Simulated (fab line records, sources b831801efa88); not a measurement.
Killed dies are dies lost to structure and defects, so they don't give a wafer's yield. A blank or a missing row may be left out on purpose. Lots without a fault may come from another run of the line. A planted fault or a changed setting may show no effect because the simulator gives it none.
Which tool did it? | flow gf180mcu | 13 lots, 39 wafers sampled, at 5 steps of a route of 602

WHAT THE GAUGES READ, wafer by wafer
GF_PSD_OVL_MEAS_08. Usual: PSD_OVL 1.4 nm, standard deviation 1.7.
lot  | measured     | on         | PSD_OVL (nm)         | flag
L736 | day 14 13:31 | overlay-01 | 0.0 -1.8 -0.2        |
L738 | day 15 03:54 | overlay-02 | 3.6 2.7 2.6          |
L741 | day 16 03:46 | overlay-01 | 1.3 0.0 -1.1         |
L744 | day 17 00:14 | overlay-02 | -122.7 -122.9 -122.7 | OFF
L747 | day 18 00:09 | overlay-02 | -121.3 -121.6 -122.3 | OFF
L749 | day 19 01:02 | overlay-01 | -1.1 0.2 0.7         |
L750 | day 19 05:30 | overlay-01 | 3.1 3.7 5.1          |
L751 | day 19 14:22 | overlay-01 | 0.4 2.3 2.1          |
L752 | day 19 18:58 | overlay-02 | 4.4 3.2 3.6          |
L754 | day 20 13:37 | overlay-01 | 3.9 1.3 1.9          |
L755 | day 20 23:39 | overlay-01 | 1.5 3.2 3.7          |
L757 | day 21 14:49 | overlay-02 | 2.1 2.1 2.6          |
L758 | day 22 01:12 | overlay-01 | 1.4 0.7 0.7          |

GF_M1_RS_MEAS_05: measures by four-point-probe. Usual: M1_ALCU_RS 0.0691 ohm/sq, standard deviation 0.00074.
lot  | measured     | on            | M1_ALCU_RS (ohm/sq)  | flag
L736 | day 16 12:54 | film_metro-04 | 0.0680 0.0689 0.0678 |
L738 | day 17 03:28 | film_metro-04 | 0.0687 0.0688 0.0688 |
L741 | day 18 05:40 | film_metro-02 | 0.0701 0.0698 0.0699 |
L744 | day 19 02:27 | film_metro-04 | 0.0694 0.0695 0.0701 |
L747 | day 20 03:41 | film_metro-01 | 0.0688 0.0686 0.0687 |
L749 | day 21 04:50 | film_metro-04 | 0.0697 0.0691 0.0693 |
L750 | day 21 09:35 | film_metro-04 | 0.0698 0.0700 0.0695 |
L751 | day 21 17:40 | film_metro-02 | 0.0695 0.0681 0.0701 |
L752 | day 21 22:38 | film_metro-04 | 0.0695 0.0682 0.0675 |
L754 | day 22 16:34 | film_metro-04 | 0.0700 0.0696 0.0707 |
L755 | day 23 02:07 | film_metro-02 | 0.0705 0.0703 0.0696 |
L757 | day 23 16:05 | film_metro-02 | 0.0690 0.0693 0.0695 |
L758 | day 24 02:19 | film_metro-02 | 0.0691 0.0683 0.0697 |

GF_V1_OVL_MEAS_15. Usual: V1_OVL 2 nm, standard deviation 4.5.
lot  | measured     | on         | V1_OVL (nm) | flag
L736 | day 18 12:02 | overlay-01 | 5 5 6       |
L738 | day 19 04:33 | overlay-02 | 3 2 3       |
L741 | day 20 08:35 | overlay-02 | 4 -1 1      |
L744 | day 21 03:46 | overlay-01 | 9 4 7       |
L747 | day 22 04:05 | overlay-02 | 1 8 6       |
L749 | day 23 04:41 | overlay-02 | -4 3 -1     |
L750 | day 23 08:56 | overlay-02 | 11 11 10    |
L751 | day 23 17:16 | overlay-02 | 7 9 -8      |
L752 | day 23 21:52 | overlay-01 | 0 -1 -3     |
L754 | day 24 15:45 | overlay-02 | 2 0 4       |
L755 | day 24 23:11 | overlay-02 | 2 -5 1      |
L757 | day 25 13:08 | overlay-02 | 2 -5 -3     |
L758 | day 25 23:14 | overlay-01 | 7 3 6       |

WHICH TOOL RAN EACH LOT (tool, then ch and the chambers of the sampled wafers, then the start)
lot  | GF_PSD_EXPOSE_04                    | GF_CONTACT_STRIP_18
L736 | iline_stepper-02 ch 0, day 14 03:42 | plasma_asher-01 ch 0,1, day 16 11:42
L738 | iline_stepper-01 ch 0, day 14 17:04 | plasma_asher-03 ch 0,1, day 17 02:08
L741 | iline_stepper-01 ch 0, day 15 16:36 | plasma_asher-01 ch 0,1, day 18 04:28
L744 | iline_stepper-02 ch 0, day 16 12:33 | plasma_asher-03 ch 0,1, day 19 01:14
L747 | iline_stepper-02 ch 0, day 17 12:25 | plasma_asher-01 ch 0,1, day 20 02:22
L749 | iline_stepper-01 ch 0, day 18 12:48 | plasma_asher-01 ch 0,1, day 21 03:37
L750 | iline_stepper-01 ch 0, day 18 17:01 | plasma_asher-03 ch 0,1, day 21 08:22
L751 | iline_stepper-01 ch 0, day 19 02:24 | plasma_asher-03 ch 0,1, day 21 16:27
L752 | iline_stepper-01 ch 0, day 19 06:48 | plasma_asher-03 ch 0,1, day 21 21:20
L754 | iline_stepper-01 ch 0, day 20 01:52 | plasma_asher-01 ch 0,1, day 22 15:13
L755 | iline_stepper-01 ch 0, day 20 11:49 | plasma_asher-03 ch 0,1, day 23 00:43
L757 | iline_stepper-01 ch 0, day 21 02:52 | plasma_asher-01 ch 0,1, day 23 14:53
L758 | iline_stepper-01 ch 0, day 21 13:31 | plasma_asher-02 ch 1, day 24 00:59
- GF_PSD_EXPOSE_04: exposes mask Pplus, target cd 400 nm.
- GF_CONTACT_STRIP_18: strips in O2/N2.

WHAT THE TOOLS THEMSELVES READ (means of the sampled wafers that have a number; where no wafer has one, the mark that the record gives instead)
GF_PSD_EXPOSE_04. Usual: exposure_dose_mJ_cm2 139.94, standard deviation 0.16.
lot  | tool             | exposure_dose_mJ_cm2 | flag
L736 | iline_stepper-02 | 139.91               |
L738 | iline_stepper-01 | 139.96               |
L741 | iline_stepper-01 | 139.97               |
L744 | iline_stepper-02 | 140.02               |
L747 | iline_stepper-02 | 139.78               |
L749 | iline_stepper-01 | 139.73               |
L750 | iline_stepper-01 | 140.00               |
L751 | iline_stepper-01 | 139.96               |
L752 | iline_stepper-01 | 139.88               |
L754 | iline_stepper-01 | 140.02               |
L755 | iline_stepper-01 | 139.95               |
L757 | iline_stepper-01 | 139.97               |
L758 | iline_stepper-01 | 139.87               |

GF_CONTACT_STRIP_18. Usual: drypump_motor_current_A 5.8 A, standard deviation 0.32; heater_power_w 334 W, standard deviation 37; oes_product_au 0.579 a.u., standard deviation 0.0046.
lot  | tool            | drypump_motor_current_A (A) | heater_power_w (W) | oes_product_au (a.u.) | flag
L736 | plasma_asher-01 | 5.9                         | 342                | 0.574                 |
L738 | plasma_asher-03 | 5.6                         | 297                | 0.581                 |
L741 | plasma_asher-01 | 6.1                         | 360                | 0.576                 |
L744 | plasma_asher-03 | 5.6                         | 293                | 0.579                 |
L747 | plasma_asher-01 | 5.9                         | 341                | 0.575                 |
L749 | plasma_asher-01 | 5.9                         | 337                | 0.580                 |
L750 | plasma_asher-03 | 5.6                         | 299                | 0.576                 |
L751 | plasma_asher-03 | 5.6                         | 310                | 0.580                 |
L752 | plasma_asher-03 | 5.6                         | 310                | 0.576                 |
L754 | plasma_asher-01 | 6.1                         | 350                | 0.578                 |
L755 | plasma_asher-03 | 5.6                         | 298                | 0.578                 |
L757 | plasma_asher-01 | 6.1                         | 354                | 0.579                 |
L758 | plasma_asher-02 | 5.8                         | 328                | 0.579                 |

THE ANSWER, worked out from the rows above alone
Rule: a lot is off if the mean of its wafers that have a number lies more than 3 standard deviations from the usual mean. A lot without any number at a reading at which 4 lots or more have one is off too. The other lots that the step has rows for count as sound. The gauges are gone through in route order, then the tools' own readings, and for those a lot's mean is taken as printed above. The first step at which some lot is off is used, and at that step the reading that is off furthest; a lot without a number counts as furthest.
Off: L744, L747, at GF_PSD_OVL_MEAS_08 (PSD_OVL).
A tool fits if, at a process step before that reading, it ran every lot that is off, and no sound lot after the first of them. The gauges at GF_PSD_OVL_MEAS_08 are tried like those tools. One fits: iline_stepper-02 at GF_PSD_EXPOSE_04. Its last sound lot is L736 (day 14 03:42), its first lot that is off L744 (day 16 12:33): a fault that began between those two fits.

WHAT THE SIMULATOR HAD PUT IN
Scanner matching overlay: iline_stepper-02, from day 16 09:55 on, at GF_PSD_EXPOSE_04. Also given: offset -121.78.
Lots struck among those shown: L744, L747. The rule above found the same.
